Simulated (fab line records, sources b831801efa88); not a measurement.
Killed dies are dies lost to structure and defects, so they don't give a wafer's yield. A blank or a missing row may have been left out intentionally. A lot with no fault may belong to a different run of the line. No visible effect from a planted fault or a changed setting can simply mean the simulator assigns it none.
Which tool did it? -- flow sky130 -- Sampling: 7 lots, 21 wafers, 5 of 708 route steps

WHAT THE GAUGES READ, wafer by wafer
SKY_SD_N_TW_MEAS_12.
lot,measured,on,SD_N_TW
L285,day 29 12:58,filmMetro-02,3947 3947 3942
L287,day 29 16:41,filmMetro-04,3953 3940 3957
L289,day 30 08:14,filmMetro-04,30 30 30
L294,day 32 08:29,filmMetro-01,3957 3934 3962
L299,day 33 16:44,filmMetro-04,3981 3982 3976
L302,day 34 17:47,filmMetro-02,4016 4019 4027
L305,day 35 11:01,filmMetro-04,3938 3960 3932

WHAT TOOL EACH LOT RAN ON (gives the tool, then ch and the chambers of the sampled wafers, and finally the start)
lot,SKY_POLY_GATE_ETCH_16,SKY_POLY_CUT_ETCH_10,SKY_RES_XHIGH_STRIP_08,SKY_SD_N_STRIP_11
L285,"rieDiel-01 ch 0,1,2, day 17 23:30","rieDiel-01 ch 0,1,3, day 25 21:32","plasmaAsher-01 ch 0,1, day 28 07:49","plasmaAsher-01 ch 0,1, day 29 12:52"
L287,"rieDiel-01 ch 0,3, day 18 06:58","rieDiel-01 ch 0,3, day 26 02:52","plasmaAsher-01 ch 0,1, day 28 12:19","plasmaAsher-01 ch 0,1, day 29 16:35"
L289,"rieDiel-04 ch 0,1,3, day 19 00:58","rieDiel-04 ch 1,2,3, day 26 18:47","plasmaAsher-01 ch 0,1, day 29 04:23","plasmaAsher-04 ch 0,1, day 30 08:08"
L294,"rieDiel-03 ch 1,2, day 21 02:04","rieDiel-01 ch 1,2,3, day 28 21:43","plasmaAsher-01 ch 0,1, day 31 04:50","plasmaAsher-04 ch 0, day 32 08:23"
L299,"rieDiel-03 ch 1,2,3, day 22 22:39","rieDiel-01 ch 0,1,3, day 30 06:58","plasmaAsher-03 ch 0,1, day 32 13:49","plasmaAsher-04 ch 0,1, day 33 16:38"
L302,"rieDiel-04 ch 0,2, day 24 00:58","rieDiel-04 ch 0,1,3, day 31 07:55","plasmaAsher-04 ch 0,1, day 33 14:29","plasmaAsher-01 ch 0,1, day 34 17:41"
L305,"rieDiel-03 ch 2,3, day 24 17:22","rieDiel-01 ch 0,1,2, day 32 02:20","plasmaAsher-03 ch 0,1, day 34 08:13","plasmaAsher-04 ch 0,1, day 35 10:55"
- SKY_POLY_GATE_ETCH_16: etches Si3N4 in CH3F/O2, stops on poly-Si, time 147.5 s, target depth 75 nm.
- SKY_POLY_CUT_ETCH_10: etches BARC in N2/H2, stops on SiO2, time 45.9 s, target depth 60 nm.
- SKY_RES_XHIGH_STRIP_08: strips in O2/N2.
- SKY_SD_N_STRIP_11: strips in O2/N2.

THE ANSWER, worked out from the rows above alone
Rule: the lots themselves supply what counts as usual. The widest of any qualifying gaps counts: lots, ordered by their means at a reading, are off when they make up no more than a third of the lots, leave a main group of 4 or more, and stand apart from it by 3 or more times the standard deviation of that group's means. Not used: any main group whose means are identical at the precision the tables above print for the reading. A lot without any number at a reading at which 4 lots or more have one is off too. The other lots that the step has rows for count as sound.
Off: L289, at SKY_SD_N_TW_MEAS_12 (SD_N_TW). Mean 3965 and standard deviation 28 in the main group.
If a tool, at a process step before that reading, ran all the lots that are off and no sound lot after the first of them, it fits. Those tools and the gauges at SKY_SD_N_TW_MEAS_12 are tried in the same way. Of those tried, none fits.

WHAT THE SIMULATOR PUT IN
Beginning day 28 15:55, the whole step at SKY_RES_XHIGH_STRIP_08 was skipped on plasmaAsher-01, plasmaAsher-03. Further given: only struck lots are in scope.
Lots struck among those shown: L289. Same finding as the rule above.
